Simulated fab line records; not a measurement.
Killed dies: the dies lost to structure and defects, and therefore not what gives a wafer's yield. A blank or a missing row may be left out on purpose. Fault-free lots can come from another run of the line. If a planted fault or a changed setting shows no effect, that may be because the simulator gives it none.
fab line records | flow gf180mcu
record lots=13 | wafers=38 | last_day=34
route steps=602 shown CONTACT@288
lots that met no fault: from a run of the same line without faults
start_h: hours from the record's first day to the start of the lot's first wafer shown | wait_h: hours elapsed since this lot's preceding step | " unchanged from the row above | L1.1+2: one row covering several wafers at once | - no value, or no start was given | * or withheld: withheld | < > ~ a bound
route shown NAME@n: a module of which the file shows steps, and the number in the route of the first | usual: mean/standard deviation taken from wafers without a fault | same: alike in all rows | chamber/n: place in a boat | sites: each site's reading | _std_site: how widely they spread, as a standard deviation | _edge_site: the outer-site mean with the inner-site mean subtracted | radius_mm: how far each site lies from the wafer's centre | mask NAME#n: copy n | behind: the most recent tool/chamber to have shaped the wafer | hold: reason for holding the lot/hours on hold/outcome of the hold | device: the n, p or np transistor that did not switch | end of line: at the end of the route, the tests of the same wafers | a step without rows: its recipe alone | killed: dies lost to structure and defects at the first sort, not the wafer's yield | map: a wafer's dies, x killed, . not, _ none there
set.NAME: the setting the step ran with; set.NAME@STEP: the setting that earlier step ran with | model.NAME: the simulator's own value behind a step, which no gauge read
route steps across a sampled set of lots; one table per step, one row per wafer
services: when a tool's chamber went out of use (start_h, in hours from the record's first day, below 0 if earlier), for how many hours, and the reason
## steps
# step GF_CONTACT_THK_MEAS_01
# recipe reads=SiO2_of_CONTACT_CVD_00
# usual CONTACT_CVD_00_THK=300/4.8
lot.wafer | tool          | chamber | start_h | wait_h | CONTACT_CVD_00_THK[nm]
L163.1    | film_metro-02 | -       | 346.69  | 0.0    | 304
L163.5    | "             | -       | "       | "      | 297
L163.6    | "             | -       | "       | "      | 294
L164.1    | film_metro-04 | -       | 347.92  | 0.0    | 298
L164.5    | "             | -       | "       | "      | 304
L164.6    | "             | -       | "       | "      | 294
L165.4    | film_metro-03 | -       | 363.14  | 0.0    | 305
L165.5    | "             | -       | "       | "      | 298
L165.6    | "             | -       | "       | "      | 296
L166.2    | film_metro-02 | -       | 372.37  | 0.1    | 303
L166.3    | "             | -       | "       | "      | 305
L166.6    | "             | -       | "       | "      | 298
L168.1    | film_metro-04 | -       | 380.54  | 0.0    | 296
L168.3    | "             | -       | "       | "      | 296
L168.4    | "             | -       | "       | "      | 297
L169.1    | film_metro-02 | -       | 389.79  | 0.0    | 300
L169.3    | "             | -       | "       | "      | 294
L169.4    | "             | -       | "       | "      | 302
L170.1    | film_metro-02 | -       | 401.96  | 0.0    | 307
L170.3    | "             | -       | "       | "      | 309
L170.6    | "             | -       | "       | "      | 307
L171.2    | film_metro-02 | -       | 409.86  | 0.0    | 301
L171.4    | "             | -       | "       | "      | 297
L171.6    | "             | -       | "       | "      | 303
L176.2    | film_metro-04 | -       | 457.77  | 0.0    | 295
L176.4    | "             | -       | "       | "      | 296
L179.1    | film_metro-04 | -       | 479.61  | 0.0    | 303
L179.2    | "             | -       | "       | "      | 300
L179.3    | "             | -       | "       | "      | 308
L181.1    | film_metro-04 | -       | 498.90  | 0.0    | 304
L181.3    | "             | -       | "       | "      | 303
L181.5    | "             | -       | "       | "      | 301
L185.1    | film_metro-04 | -       | 525.52  | 0.0    | 299
L185.2    | "             | -       | "       | "      | 310
L185.3    | "             | -       | "       | "      | 306
L186.3    | film_metro-02 | -       | 532.77  | 0.0    | 287
L186.4    | "             | -       | "       | "      | 302
L186.5    | "             | -       | "       | "      | 292
# step GF_CONTACT_CMP_04
# recipe material=SiO2 | down_force_psi=4 | platen_rpm=60 | pad_velocity_m_s=0.94248
# usual motor_current_A=12.4/1.2 | time_to_endpoint_s=113/7.5
lot.wafer | tool   | chamber | start_h | wait_h | motor_current_A | time_to_endpoint_s
L163.1    | cmp-01 | 3       | 347.30  | 0.5    | 11.4            | 105
L163.5    | "      | 3       | "       | "      | 11.4            | 109
L163.6    | "      | 0       | "       | "      | 11.1            | 108
L164.1    | cmp-01 | 2       | 348.11  | 0.1    | 13.4            | 114
L164.6    | "      | 2       | "       | "      | 13.1            | 116
L164.5    | "      | 3       | "       | "      | 11.1            | 118
L165.4    | cmp-02 | 2       | 363.30  | 0.0    | 11.3            | 121
L165.6    | "      | 2       | "       | "      | 11.3            | 108
L165.5    | "      | 3       | "       | "      | 12.7            | 113
L166.3    | cmp-01 | 3       | 372.55  | 0.0    | 11.2            | 97
L166.2    | "      | 1       | "       | "      | 11.0            | 103
L166.6    | "      | 0       | "       | "      | 11.2            | 106
L168.3    | cmp-02 | 1       | 380.73  | 0.0    | 15.1            | 108
L168.1    | "      | 2       | "       | "      | 11.1            | 124
L168.4    | "      | 0       | "       | "      | 12.8            | 123
L169.4    | cmp-01 | 1       | 389.98  | 0.0    | 11.1            | 122
L169.3    | "      | 2       | "       | "      | 13.1            | 118
L169.1    | "      | 3       | "       | "      | 11.2            | 111
L170.1    | cmp-01 | 1       | 402.15  | 0.1    | 10.7            | 104
L170.3    | "      | 0       | "       | "      | 11.5            | 103
L170.6    | "      | 2       | "       | "      | 13.6            | 115
L171.2    | cmp-01 | 3       | 410.09  | 0.1    | 11.6            | 110
L171.4    | "      | 1       | "       | "      | 11.1            | 110
L171.6    | "      | 3       | "       | "      | 11.5            | 107
L176.2    | cmp-02 | 1       | 457.98  | 0.0    | 14.0            | 81
L176.4    | "      | 3       | "       | "      | 13.3            | 120
L179.3    | cmp-02 | 0       | 479.85  | 0.1    | 13.1            | 116
L179.1    | "      | 1       | "       | "      | 15.0            | 112
L179.2    | "      | 2       | "       | "      | 10.5            | 82
L181.3    | cmp-01 | 1       | 499.09  | 0.0    | 11.4            | 107
L181.1    | "      | 0       | "       | "      | 11.6            | 107
L181.5    | "      | 1       | "       | "      | 10.7            | 111
L185.1    | cmp-01 | 2       | 525.71  | 0.1    | 12.4            | 111
L185.2    | "      | 3       | "       | "      | 11.5            | 112
L185.3    | "      | 0       | "       | "      | 12.0            | 106
L186.3    | cmp-01 | 0       | 533.04  | 0.1    | 11.0            | 113
L186.4    | "      | 1       | "       | "      | 12.1            | 103
L186.5    | "      | 3       | "       | "      | 11.5            | 120
# step GF_CONTACT_ETCH_16
# recipe chemistry=N2/H2 | target_depth_a=withheld | overetch_a=withheld | time_s=withheld | target=BARC | ion_energy_ev=200 | source_w=500 | bias_w=100 | pressure_mtorr=30 | n2_flow_sccm=100 | h2_flow_sccm=200
# usual drypump_motor_current_A=5.79/0.22 | oes_product_au=0.854/0.0051 | throttle_valve_pct=13.224/0.0095
lot.wafer | tool        | chamber | start_h | wait_h | drypump_motor_current_A | oes_product_au | throttle_valve_pct
L163.1    | rie_diel-01 | 2       | 370.38  | 0.0    | 6.03                    | 0.857          | 13.236
L163.5    | "           | 1       | "       | "      | 6.08                    | 0.849          | 13.220
L163.6    | "           | 2       | "       | "      | 6.04                    | 0.851          | 13.207
L164.1    | rie_diel-02 | 1       | 371.14  | 0.0    | 5.51                    | 0.867          | 13.218
L164.5    | "           | 3       | "       | "      | 5.57                    | 0.855          | 13.227
L164.6    | "           | 1       | "       | "      | 5.53                    | 0.852          | 13.236
L165.4    | rie_diel-03 | 0       | 386.16  | 0.0    | 5.78                    | 0.866          | 13.238
L165.5    | "           | 0       | "       | "      | 5.79                    | 0.845          | 13.224
L165.6    | "           | 1       | "       | "      | 5.96                    | 0.854          | 13.234
L166.2    | rie_diel-01 | 3       | 396.16  | 0.0    | 5.73                    | 0.860          | 13.205
L166.3    | "           | 0       | "       | "      | 5.76                    | 0.862          | 13.227
L166.6    | "           | 1       | "       | "      | 6.07                    | 0.856          | 13.220
L168.1    | rie_diel-01 | 2       | 403.83  | 0.0    | 6.06                    | 0.855          | 13.217
L168.3    | "           | 0       | "       | "      | 5.76                    | 0.858          | 13.228
L168.4    | "           | 1       | "       | "      | 6.08                    | 0.853          | 13.227
L169.1    | rie_diel-02 | 0       | 413.96  | 0.0    | 5.52                    | 0.860          | 13.231
L169.3    | "           | 1       | "       | "      | 5.52                    | 0.854          | 13.217
L169.4    | "           | 3       | "       | "      | 5.58                    | 0.860          | 13.218
L170.1    | rie_diel-01 | 1       | 426.44  | 0.0    | 6.06                    | 0.857          | 13.210
L170.3    | "           | 0       | "       | "      | 5.78                    | 0.853          | 13.222
L170.6    | "           | 1       | "       | "      | 6.02                    | 0.857          | 13.231
L171.2    | rie_diel-01 | 3       | 434.71  | 0.0    | 5.72                    | 0.853          | 13.230
L171.4    | "           | 2       | "       | "      | 6.07                    | 0.859          | 13.205
L171.6    | "           | 0       | "       | "      | 5.75                    | 0.848          | 13.217
L176.2    | rie_diel-02 | 2       | 482.83  | 0.0    | 5.97                    | 0.849          | 13.236
L176.4    | "           | 0       | "       | "      | 5.49                    | 0.854          | 13.219
L179.1    | rie_diel-01 | 1       | 503.66  | 0.0    | 6.05                    | 0.855          | 13.219
L179.2    | "           | 2       | "       | "      | 6.05                    | 0.850          | 13.224
L179.3    | "           | 0       | "       | "      | 5.79                    | 0.857          | 13.230
L181.1    | rie_diel-03 | 3       | 523.09  | 0.0    | 5.79                    | 0.861          | 13.233
L181.3    | "           | 0       | "       | "      | 5.79                    | 0.856          | 13.215
L181.5    | "           | 2       | "       | "      | 5.26                    | 0.851          | 13.222
L185.1    | rie_diel-01 | 0       | 548.46  | 0.0    | 5.79                    | 0.858          | 13.231
L185.2    | "           | 3       | "       | "      | 5.72                    | 0.854          | 13.232
L185.3    | "           | 2       | "       | "      | 6.06                    | 0.856          | 13.242
L186.3    | rie_diel-03 | 0       | 556.04  | 0.0    | 5.78                    | 0.854          | 13.218
L186.4    | "           | 2       | "       | "      | 5.25                    | 0.855          | 13.224
L186.5    | "           | 0       | "       | "      | 5.77                    | 0.848          | 13.233
# step GF_CONTACT_ETCH_17
# recipe chemistry=C4F8/O2/Ar | mask_material=KrF | target=SiO2 | stop_on=CoSi2 | source_w=1500 | bias_w=1200 | pressure_mtorr=40 | c4f8_flow_sccm=withheld | O2_flow_sccm=6 | Ar_flow_sccm=300 | time_s=withheld | target_depth_a=8600
# usual oes_product_au=0.815/0.0052
lot.wafer | tool        | chamber | start_h | wait_h | oes_product_au
L163.1    | rie_diel-01 | 2       | -       | -      | 0.814
L163.5    | "           | 1       | "       | "      | 0.819
L163.6    | "           | 2       | "       | "      | 0.807
L164.1    | rie_diel-02 | 1       | -       | -      | 0.809
L164.5    | "           | 3       | "       | "      | 0.824
L164.6    | "           | 1       | "       | "      | 0.810
L165.4    | rie_diel-03 | 0       | -       | -      | 0.820
L165.5    | "           | 0       | "       | "      | 0.814
L165.6    | "           | 1       | "       | "      | 0.819
L166.2    | rie_diel-01 | 3       | -       | -      | 0.815
L166.3    | "           | 0       | "       | "      | 0.814
L166.6    | "           | 1       | "       | "      | 0.822
L168.1    | rie_diel-01 | 2       | -       | -      | 0.820
L168.3    | "           | 0       | "       | "      | 0.818
L168.4    | "           | 1       | "       | "      | 0.819
L169.1    | rie_diel-02 | 0       | -       | -      | 0.819
L169.3    | "           | 1       | "       | "      | 0.812
L169.4    | "           | 3       | "       | "      | 0.820
L170.1    | rie_diel-01 | 1       | -       | -      | 0.827
L170.3    | "           | 0       | "       | "      | 0.821
L170.6    | "           | 1       | "       | "      | 0.821
L171.2    | rie_diel-01 | 3       | -       | -      | 0.819
L171.4    | "           | 2       | "       | "      | 0.812
L171.6    | "           | 0       | "       | "      | 0.811
L176.2    | rie_diel-02 | 2       | -       | -      | 0.848
L176.4    | "           | 0       | "       | "      | 0.806
L179.1    | rie_diel-01 | 1       | -       | -      | 0.817
L179.2    | "           | 2       | "       | "      | 0.842
L179.3    | "           | 0       | "       | "      | 0.807
L181.1    | rie_diel-03 | 3       | -       | -      | 0.810
L181.3    | "           | 0       | "       | "      | 0.818
L181.5    | "           | 2       | "       | "      | 0.812
L185.1    | rie_diel-01 | 0       | -       | -      | 0.827
L185.2    | "           | 3       | "       | "      | 0.821
L185.3    | "           | 2       | "       | "      | 0.820
L186.3    | rie_diel-03 | 0       | -       | -      | 0.812
L186.4    | "           | 2       | "       | "      | 0.812
L186.5    | "           | 0       | "       | "      | 0.809
# step GF_CONTACT_SPUTTER_22
# recipe material=Ti | target_thk_nm=15 | chamber_pressure_pa=5 | power_w=2500 | substrate_temp_c=200 | time_s=80.02
# usual chamber_pressure_pa=4.999/0.0098 | throttle_valve_pct=30.3/0.72
lot.wafer | tool           | chamber | start_h | wait_h | chamber_pressure_pa | throttle_valve_pct
L163.1    | pvd_sputter-01 | -       | 370.85  | 0.0    | 5.006               | 29.8
L163.5    | "              | -       | "       | "      | 5.008               | 29.9
L163.6    | "              | -       | "       | "      | 4.992               | 29.0
L164.1    | pvd_sputter-02 | -       | 371.60  | 0.0    | 5.008               | 31.2
L164.5    | "              | -       | "       | "      | 4.994               | 30.7
L164.6    | "              | -       | "       | "      | 5.011               | 30.8
L165.4    | pvd_sputter-02 | -       | 386.63  | 0.0    | 4.990               | 30.8
L165.5    | "              | -       | "       | "      | 5.008               | 30.7
L165.6    | "              | -       | "       | "      | 4.998               | 30.8
L166.2    | pvd_sputter-01 | -       | 396.63  | 0.0    | 5.001               | 31.2
L166.3    | "              | -       | "       | "      | 4.991               | 29.7
L166.6    | "              | -       | "       | "      | 4.985               | 31.2
L168.1    | pvd_sputter-03 | -       | 404.29  | 0.0    | 4.999               | 30.4
L168.3    | "              | -       | "       | "      | 5.007               | 30.1
L168.4    | "              | -       | "       | "      | 5.004               | 29.5
L169.1    | pvd_sputter-02 | -       | 414.43  | 0.0    | 5.005               | 30.9
L169.3    | "              | -       | "       | "      | 5.019               | 30.5
L169.4    | "              | -       | "       | "      | 4.988               | 31.4
L170.1    | pvd_sputter-01 | -       | 426.90  | 0.0    | 4.998               | 28.8
L170.3    | "              | -       | "       | "      | 5.005               | 31.3
L170.6    | "              | -       | "       | "      | 5.005               | 30.3
L171.2    | pvd_sputter-03 | -       | 435.17  | 0.0    | 4.985               | 30.4
L171.4    | "              | -       | "       | "      | 5.011               | 30.4
L171.6    | "              | -       | "       | "      | 5.016               | 29.2
L176.2    | pvd_sputter-03 | -       | 483.39  | 0.0    | 5.012               | 30.2
L176.4    | "              | -       | "       | "      | 5.009               | 29.6
L179.1    | pvd_sputter-01 | -       | 504.12  | 0.0    | 5.009               | 29.7
L179.2    | "              | -       | "       | "      | 5.001               | 30.2
L179.3    | "              | -       | "       | "      | 5.020               | 29.2
L181.1    | pvd_sputter-01 | -       | 523.55  | 0.0    | 4.989               | 30.3
L181.3    | "              | -       | "       | "      | 5.009               | 30.0
L181.5    | "              | -       | "       | "      | 5.010               | 29.9
L185.1    | pvd_sputter-02 | -       | 548.94  | 0.0    | 4.978               | 30.7
L185.2    | "              | -       | "       | "      | 4.977               | 31.6
L185.3    | "              | -       | "       | "      | 4.978               | 30.7
L186.3    | pvd_sputter-02 | -       | 556.50  | 0.0    | 5.011               | 30.4
L186.4    | "              | -       | "       | "      | 4.988               | 31.5
L186.5    | "              | -       | "       | "      | 5.012               | 30.6
## services
tool           | chamber | start_h | hours | kind
rie_diel-03    | -       | 335.40  | 1.0   | repair
rie_diel-03    | 1       | 339.55  | 2.8   | repair
cmp-02         | -       | 341.28  | 8.6   | pm
cmp-01         | -       | 367.32  | 3.1   | repair
rie_diel-03    | 3       | 375.04  | 6.0   | repair
rie_diel-01    | -       | 387.26  | 0.3   | repair
rie_diel-02    | 1       | 393.82  | 6.1   | repair
cmp-01         | -       | 404.08  | 4.0   | pm
rie_diel-02    | -       | 423.09  | 0.2   | repair
rie_diel-02    | -       | 439.64  | 4.3   | pm
pvd_sputter-02 | -       | 446.56  | 8.1   | repair
rie_diel-02    | 2       | 449.86  | 4.9   | repair
cmp-01         | -       | 458.54  | 0.6   | repair
rie_diel-02    | 1       | 459.92  | 9.3   | repair
cmp-01         | -       | 461.79  | 1.3   | repair
rie_diel-03    | -       | 469.79  | 1.4   | repair
rie_diel-01    | -       | 489.87  | 2.8   | pm
pvd_sputter-02 | -       | 499.35  | 2.1   | repair
rie_diel-01    | 1       | 520.71  | 33.1  | repair
cmp-01         | -       | 526.26  | 4.3   | pm
pvd_sputter-01 | -       | 533.81  | 3.8   | repair
pvd_sputter-02 | -       | 543.45  | 4.4   | repair
rie_diel-02    | 3       | 546.75  | 2.1   | repair
rie_diel-02    | 1       | 547.44  | 15.3  | repair
## key
first_sign step=GF_CONTACT_CMP_04 | reading=time_to_endpoint_s | direction=down | sigmas=4.1 | usual=* | struck=*
effect step=GF_CONTACT_ETCH_17 | reading=oes_product_au | direction=up | sigmas=5.7 | usual=0.815 | struck=0.845
met_at GF_CONTACT_CMP_04
struck_lots L176,L179
struck_wafers L176.2,L179.2
tester_left_out L176,L179
not_acting_at GF_CONTACT_THK_MEAS_01,GF_CONTACT_ETCH_16,GF_CONTACT_SPUTTER_22
onset_between 380.73 457.98
fault kind=process_parameter_drift | tool=cmp-02 | chamber=- | onset_h=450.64 | steps=GF_CONTACT_CMP_04 | channel=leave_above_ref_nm | offset=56 | shape=step | end_h=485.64 | scope=struck_wafers_only | acts_in=these_recipes_only | stated=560
# tester_left_out: of these lots the tester's yield and bins aren't shown, on N5 and GAA mostly nor the transistor test; their killed dies are dies lost to structure and defects alone, not to doping, threshold or leakage, so they don't give the yield
